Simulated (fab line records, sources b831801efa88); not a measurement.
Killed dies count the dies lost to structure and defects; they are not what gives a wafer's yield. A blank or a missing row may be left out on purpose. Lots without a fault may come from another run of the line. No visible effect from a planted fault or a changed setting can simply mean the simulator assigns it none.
Which tool was responsible? -- flow sky130 -- route of 708 steps, sampled at 1 step: 7 lots, 21 wafers

== WHAT THE GAUGES READ, wafer by wafer ==
SKY_VT_ADJUST_NCORE_CD_MEAS_07 targets a cd of 380 nm.
lot,measured,on,cdNm (nm)
L427,day 9 18:52,cdSem-02,380.1 379.3 380.6
L428,day 10 09:34,cdSem-01,377.1 377.2 378.1
L432,day 11 15:43,cdSem-01,381.5 383.6 382.4
L434,day 12 14:06,cdSem-02,381.8 381.4 378.6
L443,day 14 05:35,cdSem-01,380.8 380.3 381.8
L445,day 14 20:56,cdSem-01,379.3 380.6 380.3
L447,day 15 15:19,cdSem-01,380.1 380.3 379.8

== TOOL THAT RAN EACH LOT (tool first, then ch and the chambers of the sampled wafers, then the start) ==
The record shows no process step preceding these readings.

== THE ANSWER, worked out from the rows above alone ==
Rule: the usual values come from the lots themselves. Put in order of their means at a reading, lots are off if they are a third of the lots or fewer, leave a main group of 4 or more, and stand apart from it by a gap of 3 or more times the standard deviation of the main group's means; of several such gaps the widest counts. A main group is skipped when, at the precision printed for the reading in the tables above, its means are all equal. A lot without any number at a reading at which 4 lots or more have one is off too. All remaining lots with rows at the step are treated as sound.
None of the lots is off at any reading shown; this tells nothing.

== WHAT WAS PUT IN BY THE SIMULATOR ==
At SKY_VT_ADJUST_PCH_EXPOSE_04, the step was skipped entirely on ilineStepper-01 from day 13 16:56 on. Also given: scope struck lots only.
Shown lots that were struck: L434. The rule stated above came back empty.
